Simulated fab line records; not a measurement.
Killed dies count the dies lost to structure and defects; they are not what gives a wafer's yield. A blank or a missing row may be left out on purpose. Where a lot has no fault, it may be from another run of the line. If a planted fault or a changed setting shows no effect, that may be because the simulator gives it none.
What tool caused it?	flow gf180mcu	12 lots with 36 wafers sampled at 6 steps, on a route of 602 steps

WHAT EACH GAUGE READ, for each wafer
GF_HV_LDD_OVL_MEAS_32. Usual: for HV_LDD_02_OVL the level is -0.3 nm and the standard deviation is 1.6.
lot	measured	on	HV_LDD_02_OVL (nm)	flag
L912	day 11 15:10	overlay-02	-2.8 0.0 0.2	
L916	day 12 23:46	overlay-02	2.1 2.1 -1.2	
L917	day 13 04:46	overlay-01	-3.0 -1.6 -2.8	
L918	day 13 19:19	overlay-01	2.1 0.5 1.4	
L923	day 15 11:57	overlay-02	1.5 1.3 0.9	
L924	day 15 12:52	overlay-02	-0.6 -0.5 -0.6	
L925	day 15 22:31	overlay-01	-1.0 -1.4 -0.1	
L926	day 16 07:20	overlay-01	-1.6 2.1 -1.4	
L927	day 16 16:19	overlay-01	1.9 0.8 0.4	
L928	day 16 23:25	overlay-02	-1.6 -2.3 -2.3	
L932	day 18 08:26	overlay-01	-1.1 -2.4 -1.3	
L935	day 19 06:37	overlay-01	2.5 -0.8 2.0	

GF_HV_LDD_TW_MEAS_38. Usual: for HV_LDD_3_TW the level is 1430 and the standard deviation is 13.
lot	measured	on	HV_LDD_3_TW	flag
L912	day 11 15:58	film_metro-04	1435 1433 1424	
L916	day 13 00:31	film_metro-04	1432 1428 1426	
L917	day 13 05:30	film_metro-03	1401 1401 1400	
L918	day 13 20:03	film_metro-02	1441 1440 1441	
L923	day 15 12:41	film_metro-04	1500 1494 1488	OFF
L924	day 15 13:37	film_metro-04	1433 1434 1433	
L925	day 15 23:15	film_metro-03	1475 1484 1475	OFF
L926	day 16 08:04	film_metro-03	1483 1477 1477	OFF
L927	day 16 17:03	film_metro-02	1445 1447 1434	
L928	day 17 00:10	film_metro-04	1425 1435 1432	
L932	day 18 09:10	film_metro-04	1426 1422 1424	
L935	day 19 07:22	film_metro-03	1422 1423 1424	

GF_HV_LDD_RS_MEAS_53: measures by four-point-probe. Usual: for HV_LDD_RS the level is 418.3 ohm/sq and the standard deviation is 1.
lot	measured	on	HV_LDD_RS (ohm/sq)	flag
L912	day 12 11:17	film_metro-02	417.2 417.1 417.8	
L916	day 13 21:39	film_metro-04	419.5 421.3 418.9	
L917	day 14 02:16	film_metro-02	419.1 420.3 419.1	
L918	day 14 17:52	film_metro-04	419.4 418.2 417.9	
L923	day 16 10:47	film_metro-03	407.9 407.5 408.4	OFF
L924	day 16 12:18	film_metro-02	418.2 418.5 419.1	
L925	day 16 22:08	film_metro-02	406.9 407.4 407.3	OFF
L926	day 17 07:20	film_metro-03	407.9 407.3 407.6	OFF
L927	day 17 16:22	film_metro-03	417.7 417.1 416.8	
L928	day 17 23:37	film_metro-04	418.2 419.0 417.3	
L932	day 19 09:31	film_metro-04	419.1 419.1 420.0	
L935	day 20 08:16	film_metro-02	417.2 417.2 416.6	

TOOL THAT RAN EACH LOT (tool first, then ch and the chambers of the sampled wafers, then the start)
lot	GF_POLY_GATE_ETCH_13	GF_POLY_GATE_STRIP_14	GF_HV_LDD_IMPLANT_36
L912	rie_si-02 ch 1,3, day 9 05:02	plasma_asher-04 ch 0,1, day 9 05:06	implanter-02 ch 0, day 11 15:40
L916	rie_si-01 ch 0,2, day 10 13:07	plasma_asher-04 ch 0,1, day 10 13:10	implanter-03 ch 0, day 13 00:16
L917	rie_si-02 ch 1,2,3, day 10 16:53	plasma_asher-01 ch 0, day 10 16:56	implanter-01 ch 0, day 13 05:16
L918	rie_si-01 ch 0,1, day 11 05:37	plasma_asher-02 ch 0, day 11 05:40	implanter-02 ch 0, day 13 19:48
L923	rie_si-01 ch 0,2, day 12 17:58	plasma_asher-02 ch 1, day 12 18:01	implanter-02 ch 0, day 15 12:26
L924	rie_si-02 ch 0,3, day 12 18:10	plasma_asher-01 ch 0,1, day 12 18:15	implanter-03 ch 0, day 15 13:23
L925	rie_si-01 ch 0,3, day 13 06:19	plasma_asher-01 ch 0,1, day 13 06:22	implanter-02 ch 0, day 15 23:00
L926	rie_si-02 ch 0,2, day 13 12:13	plasma_asher-04 ch 0,1, day 13 12:18	implanter-02 ch 0, day 16 07:51
L927	rie_si-01 ch 0,1,3, day 13 22:17	plasma_asher-02 ch 0,1, day 13 22:20	implanter-03 ch 0, day 16 16:48
L928	rie_si-01 ch 1,2,3, day 14 03:59	plasma_asher-02 ch 0,1, day 14 04:02	implanter-03 ch 0, day 16 23:56
L932	rie_si-02 ch 1,3, day 15 07:53	plasma_asher-01 ch 0,1, day 15 07:59	implanter-01 ch 0, day 18 08:57
L935	rie_si-01 ch 0,3, day 16 05:49	plasma_asher-01 ch 0,1, day 16 05:54	implanter-02 ch 0, day 19 07:08
- GF_POLY_GATE_ETCH_13: etches poly-Si in HBr/Cl2, stops on SiO2, target depth 198.5 nm, time 69.6 s.
- GF_POLY_GATE_STRIP_14: strips in O2/N2.
- GF_HV_LDD_IMPLANT_36

AS READ BY THE TOOLS THEMSELVES (means over the sampled wafers that have a number; for cases with no such wafer, the mark the record gives instead)
GF_POLY_GATE_ETCH_13. Usual: HBr_flow_sccm 150.0 sccm, standard deviation 0.43; drypump_motor_current_A 5.6 A, standard deviation 0.34; oes_product_au 0.991 a.u., standard deviation 0.0081; throttle_valve_pct 33.684 %, standard deviation 0.0085.
lot	tool	HBr_flow_sccm (sccm)	drypump_motor_current_A (A)	oes_product_au (a.u.)	throttle_valve_pct (%)	flag
L912	rie_si-02	150.2	5.4	0.997	33.681	
L916	rie_si-01	150.0	5.5	0.981	33.682	
L917	rie_si-02	149.8	5.8	0.998	33.687	
L918	rie_si-01	150.2	5.6	0.984	33.679	
L923	rie_si-01	150.0	5.4	0.994	33.689	
L924	rie_si-02	149.8	5.7	0.986	33.688	
L925	rie_si-01	150.1	5.3	0.998	33.685	
L926	rie_si-02	149.5	6.1	1.007	33.685	
L927	rie_si-01	149.7	5.4	0.988	33.688	
L928	rie_si-01	150.0	5.5	0.977	33.685	
L932	rie_si-02	150.1	5.4	0.990	33.681	
L935	rie_si-01	150.1	5.3	0.991	33.682	

GF_POLY_GATE_STRIP_14. Usual: drypump_motor_current_A 5.75 A, standard deviation 0.29; heater_power_w 340 W, standard deviation 38; oes_product_au 0.504 a.u., standard deviation 0.0049.
lot	tool	drypump_motor_current_A (A)	heater_power_w (W)	oes_product_au (a.u.)	flag
L912	plasma_asher-04	5.67	333	0.507	
L916	plasma_asher-04	5.66	334	0.505	
L917	plasma_asher-01	6.37	410	0.499	
L918	plasma_asher-02	5.52	330	0.505	
L923	plasma_asher-02	5.59	293	0.503	
L924	plasma_asher-01	6.22	396	0.508	
L925	plasma_asher-01	6.05	370	0.501	
L926	plasma_asher-04	5.59	320	0.510	
L927	plasma_asher-02	5.58	303	0.507	
L928	plasma_asher-02	5.54	318	0.500	
L932	plasma_asher-01	6.21	398	0.501	
L935	plasma_asher-01	6.21	394	0.505	

GF_HV_LDD_IMPLANT_36. Usual: dose_ions_cm2 7.502e+12, standard deviation 9.9e+09; faraday_current_uA 42.3, standard deviation 0.88.
lot	tool	dose_ions_cm2	faraday_current_uA	flag
L912	implanter-02	7.491e+12	42.5	
L916	implanter-03	7.506e+12	41.9	
L917	implanter-01	7.493e+12	42.9	
L918	implanter-02	7.499e+12	42.2	
L923	implanter-02	1.175e+13	67.1	OFF
L924	implanter-03	7.510e+12	43.7	
L925	implanter-02	1.174e+13	66.4	OFF
L926	implanter-02	1.175e+13	65.7	OFF
L927	implanter-03	7.489e+12	41.5	
L928	implanter-03	7.500e+12	42.3	
L932	implanter-01	7.515e+12	41.8	
L935	implanter-02	7.495e+12	42.0	

THE ANSWER, worked out from the rows above alone
Rule: a lot counts as off when the mean over its wafers that have a number is more than 3 standard deviations away from the usual mean. Also off: a lot with no number at a reading for which 4 or more lots have one. Where the step has rows for the other lots, those lots are counted as sound. The gauges are gone through in route order, then the tools' own readings, and for those a lot's mean is taken as printed above. At the first step where some lot is off, the reading lying furthest off is the one used; lots without a number count as furthest.
Off: L923, L925, L926, at GF_HV_LDD_TW_MEAS_38 (HV_LDD_3_TW).
If a tool, at a process step before that reading, ran all the lots that are off and no sound lot after the first of them, it fits. The gauges at GF_HV_LDD_TW_MEAS_38 aren't tried: what is off there is off at GF_HV_LDD_IMPLANT_36 too, on other tools, and a gauge's error can't cause that. None of those tried fits.

WHAT WAS PUT IN BY THE SIMULATOR
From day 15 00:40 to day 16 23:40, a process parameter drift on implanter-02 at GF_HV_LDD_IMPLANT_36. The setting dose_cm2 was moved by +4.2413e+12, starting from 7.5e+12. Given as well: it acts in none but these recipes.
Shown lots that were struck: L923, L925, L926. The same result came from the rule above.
